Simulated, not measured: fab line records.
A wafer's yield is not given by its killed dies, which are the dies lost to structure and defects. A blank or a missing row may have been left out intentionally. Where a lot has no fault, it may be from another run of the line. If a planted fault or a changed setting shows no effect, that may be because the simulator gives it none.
One fault through the eyes of 2 desks :: flow sky130 :: each desk holds nothing but its own numbers, with what lay behind them at the end

THE TOOL OWNER'S DESK: implanter-01
SKY_NWELL_IMPLANT_13, tool's own readings: per-lot mean of the sampled wafers with a number, covering each lot this tool ran. If a lot's mean is further than 4 standard deviations from the usual mean, the lot is out of limits and carries the mark OUT (the distance appears in the brackets).
Columns: A = beam_energy_keV at SKY_NWELL_IMPLANT_13, usual 50.000; B = dose_ions_cm2 at SKY_NWELL_IMPLANT_13, usual 7.001e+11; C = faraday_current_uA at SKY_NWELL_IMPLANT_13, usual 3.94
lot: L700
first seen here: day 4 10:57
A: 49.968
B: 7.000e+11
C: 3.93

lot: L702
first seen here: day 4 23:00
A: 49.993
B: 7.001e+11
C: 3.95

lot: L703
first seen here: day 5 06:44
A: 50.003
B: 6.994e+11
C: 3.89

lot: L704
first seen here: day 5 11:52
A: 49.989
B: 7.001e+11
C: 3.98

lot: L705
first seen here: day 5 20:15
A: 50.022
B: 4.877e+11 (-99 or more) OUT
C: 2.76 (-15) OUT

lot: L707
first seen here: day 6 05:45
A: 50.000
B: 4.884e+11 (-99 or more) OUT
C: 2.75 (-15) OUT
This desk finds L705, L707 out of limits, L705 being first, at day 5 20:15 (dose_ions_cm2 at SKY_NWELL_IMPLANT_13). In limits: L700, L702, L703, L704.

METROLOGY DESK
Means of the sampled wafers that have a number, per lot and without regard to the tool the lot ran on: this is what the gauges read. If a lot's mean is further than 4 standard deviations from the usual mean, the lot is out of limits and carries the mark OUT (the distance appears in the brackets).
Columns: A = NWELL_RS at SKY_NWELL_RS_MEAS_29, usual 628.1 ohm/sq; B = VIA1_W_RS at SKY_VIA1_RS_MEAS_22, usual 0.422 ohm/sq; C = METAL2_OVL at SKY_METAL2_OVL_MEAS_16, usual 4 nm
lot: L700
first seen here: day 5 05:15
A: 629.6
B: 0.433
C: 5

lot: L702
first seen here: day 5 17:37
A: 629.5
B: 0.422
C: 10

lot: L703
first seen here: day 6 01:45
A: 626.3
B: 0.418
C: 4

lot: L704
first seen here: day 6 06:16
A: 627.8
B: 0.424
C: 7

lot: L705
first seen here: day 6 15:22
A: 634.9 (+4.2) OUT
B: 0.425
C: -1

lot: L706
first seen here: day 6 20:05
A: 627.2
B: 0.414
C: 3

lot: L707
first seen here: day 7 00:43
A: 634.9 (+4.3) OUT
B: 0.420
C: -3

lot: L716
first seen here: day 9 10:19
A: 626.9
B: 0.425
C: 4

lot: L718
first seen here: day 9 18:40
A: 630.1
B: 0.422
C: 0

lot: L719
first seen here: day 10 03:01
A: 630.4
B: 0.419
C: 2

lot: L721
first seen here: day 10 14:29
A: 630.5
B: 0.422
C: 1

lot: L722
first seen here: day 11 00:38
A: 626.8
B: 0.416
C: 13
Per this desk, out of limits: L705, L707; the first was L705, day 6 15:22 (NWELL_RS at SKY_NWELL_RS_MEAS_29). In limits: L700, L702, L703, L704, L706, L716, L718, L719, L721, L722.

BROUGHT TOGETHER
The tool owner's desk had the chance to raise an alarm at day 5 20:15 on L705, L707.
On L705, L707, the metrology desk was in a position to raise an alarm at day 6 15:22.
Every lot named ran SKY_NWELL_IMPLANT_13 on implanter-01.

WHAT THE SIMULATOR PUT IN
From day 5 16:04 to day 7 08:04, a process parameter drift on implanter-01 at SKY_NWELL_IMPLANT_13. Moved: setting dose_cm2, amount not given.
Shown lots that were struck: L705, L707.
Hours from the fault's start to each desk's first reading out of limits: the tool owner's desk, 4; the metrology desk, 23.
